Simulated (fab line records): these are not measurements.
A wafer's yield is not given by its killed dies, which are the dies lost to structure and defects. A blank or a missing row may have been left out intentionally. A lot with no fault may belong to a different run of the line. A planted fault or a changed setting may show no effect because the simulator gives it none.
Which tool is to blame? | flow sky130 | 11 lots with 32 wafers sampled at 4 steps, on a route of 708 steps

== WHAT THE GAUGES READ, wafer by wafer ==
SKY_PASSIVATION_THK_MEAS_03.
lot  | measured     | on           | PASSIVATION_CVD_02_THK (nm)
L784 | day 43 21:24 | filmMetro-04 | 539 541 537
L785 | day 44 05:25 | filmMetro-01 | 535 550 549
L787 | day 44 16:16 | filmMetro-01 | 534 549 537
L789 | day 45 05:47 | filmMetro-02 | 538 543 547
L790 | day 45 13:41 | filmMetro-02 | 534 531 535
L791 | day 45 17:55 | filmMetro-02 | 534 550 548
L797 | day 47 10:17 | filmMetro-04 | 534 582
L798 | day 47 18:26 | filmMetro-01 | 548 548 548
L802 | day 48 10:25 | filmMetro-02 | 538 543 548
L805 | day 49 15:39 | filmMetro-04 | 534 536 545
L806 | day 49 16:07 | filmMetro-01 | 540 539 542

== EACH LOT AND THE TOOL THAT RAN IT (in order: tool; ch and the chambers of the sampled wafers; start) ==
lot  | SKY_METAL5_SPUTTER_03       | SKY_PASSIVATION_CVD_00          | SKY_PASSIVATION_CVD_02
L784 | pvdSputter-01, day 42 21:14 | pecvd-03 ch 0,2, day 43 21:06   | pecvd-04 ch 0,1,2, day 43 21:11
L785 | pvdSputter-01, day 43 06:07 | pecvd-04 ch 0,1, day 44 05:07   | pecvd-02 ch 0,1,2, day 44 05:11
L787 | pvdSputter-02, day 43 17:16 | pecvd-04 ch 0,1, day 44 15:56   | pecvd-02 ch 0,1, day 44 16:01
L789 | pvdSputter-01, day 44 07:10 | pecvd-02 ch 1,2, day 45 05:28   | pecvd-04 ch 0,1,2, day 45 05:33
L790 | pvdSputter-04, day 44 14:47 | pecvd-02 ch 0,1,2, day 45 13:23 | pecvd-03 ch 0,1,2, day 45 13:28
L791 | pvdSputter-04, day 44 18:49 | pecvd-04 ch 0,1, day 45 17:37   | pecvd-03 ch 0,1,2, day 45 17:42
L797 | pvdSputter-04, day 46 13:59 | pecvd-02 ch 1, day 47 09:58     | pecvd-03 ch 0,2, day 47 10:02
L798 | pvdSputter-02, day 46 21:02 | pecvd-03 ch 0,1,2, day 47 18:00 | pecvd-04 ch 1, day 47 18:05
L802 | pvdSputter-01, day 47 14:15 | pecvd-04 ch 1,2, day 48 10:07   | pecvd-02 ch 0,1, day 48 10:12
L805 | pvdSputter-02, day 48 20:56 | pecvd-02 ch 0,2, day 49 15:20   | pecvd-04 ch 0,1,2, day 49 15:25
L806 | pvdSputter-01, day 48 21:14 | pecvd-03 ch 0,1,2, day 49 15:49 | pecvd-02 ch 0,1,2, day 49 15:54
- SKY_METAL5_SPUTTER_03: material Ti, target thk 5 nm, time 3.3 s.
- SKY_PASSIVATION_CVD_00: deposits SiO2, target thk 90 nm.
- SKY_PASSIVATION_CVD_02: deposits Si3N4, target thk 540 nm.

== THE ANSWER, worked out from the rows above alone ==
Rule: what is usual is taken from the lots themselves. Put in order of their means at a reading, lots are off if they are a third of the lots or fewer, leave a main group of 4 or more, and stand apart from it by a gap of 3 or more times the standard deviation of the main group's means; of several such gaps the widest counts. Not used: any main group whose means are identical at the precision the tables above print for the reading. Also off: a lot with no number at a reading for which 4 or more lots have one. All remaining lots with rows at the step are treated as sound.
No lot is off on any of the readings shown, so nothing can be concluded from this.

== WHAT THE SIMULATOR PUT IN ==
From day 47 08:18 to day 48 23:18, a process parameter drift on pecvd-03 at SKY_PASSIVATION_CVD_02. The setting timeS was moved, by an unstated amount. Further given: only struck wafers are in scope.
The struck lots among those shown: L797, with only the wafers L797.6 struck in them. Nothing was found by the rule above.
